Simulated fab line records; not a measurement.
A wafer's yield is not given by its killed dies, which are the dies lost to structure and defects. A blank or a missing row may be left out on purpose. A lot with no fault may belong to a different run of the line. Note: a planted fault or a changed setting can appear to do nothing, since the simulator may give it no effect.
Struck lot and sound lot, side by side -- flow gf180mcu -- 14 out of 602 route steps
Sound: these wafers, L502.1, L502.4, L502.6. Wafers struck: L496.3, L496.4, L496.6. Last of all comes the cause.
For every step that has rows: the tool of each side, followed by ch and its chambers, followed by its first start. Under that, the readings that differ: sound wafers -- struck wafers -- difference of the means -- sigmas: that difference in standard deviations of wafers without a fault.
alike: readings whose means differ by less than 2 such deviations, and words and numbers that are the same on both sides. not compared: withheld readings, readings that some wafer has no value for, bounds like >300 that may hide the same value, and numbers for which the record gives no deviation and whose values overlap.
The two part at a step that has a row with sigmas, a row that says differs or no value, or rows on one side only. When numbers do not overlap yet have no deviation, they are printed without sigmas and do not part them. A reading missing from all wafers of one side parts the sides only when that side holds two or more wafers.

first, 2 steps without rows for these wafers: GF_VT_IMPLANT_PEB_27; GF_VT_IMPLANT_DEVELOP_28 (develop time 60 s).
GF_VT_IMPLANT_OVL_MEAS_29:
  sound: overlay-01 at day 10 15:43; struck: overlay-02 at day 9 01:55
  alike: VT_IMPLANT_02_OVL
next, for these wafers, 1 step has no rows: GF_VT_IMPLANT_IMPLANT_30.
GF_VT_IMPLANT_STRIP_31: strips in O2/N2.
  sound on plasma-asher-04 ch 0,1, day 10 15:53; struck on plasma-asher-01 ch 0,1, day 9 02:08
  alike: drypump-motor-current-A, heater-power-w, oes-product-au, strip-time-to-endpoint-s
  not compared: rf-hours-counter-h
GF_VT_IMPLANT_TW_MEAS_32:
  sound: film-metro-02 at day 10 15:59; struck: film-metro-02 at day 9 02:13
  alike: VT_IMPLANT_3_TW
then, 6 steps without rows for these wafers: GF_VT_IMPLANT_DEHYDRATE_33 (time 60 s); GF_VT_IMPLANT_HMDS_34 (prime time 60 s); GF_VT_IMPLANT_COAT_35 (resist thk 1000 nm); GF_VT_IMPLANT_SOFTBAKE_36 (time 60 s); GF_VT_IMPLANT_EXPOSE_37 (exposes mask Nwell HV AREA, target cd 860 nm); GF_VT_IMPLANT_PEB_38.
GF_VT_IMPLANT_DEVELOP_39: develop time 60 s.
  sound on litho-track-03 ch 0, day 11 09:26; struck on litho-track-01, day 9 18:01
  no value came back on the struck wafers for chill-plate-temp-C (C), develop-time-s (s), exhaust-pa (Pa); on the sound wafers chill-plate-temp-C (C) reads 22.94 22.81 23.06
GF_VT_IMPLANT_OVL_MEAS_40:
  sound: overlay-01 at day 11 09:35; struck: overlay-01 at day 9 18:07
reading,sound,struck,difference,sigmas
VT_IMPLANT_03_OVL (nm),1.1 1.1 2.1,- - -,no value on the struck wafers,

## WHERE THEY PART
Last at GF_VT_IMPLANT_OVL_MEAS_40 as far as this record goes, first at GF_VT_IMPLANT_DEVELOP_39.

WHY: what had been put in by the simulator
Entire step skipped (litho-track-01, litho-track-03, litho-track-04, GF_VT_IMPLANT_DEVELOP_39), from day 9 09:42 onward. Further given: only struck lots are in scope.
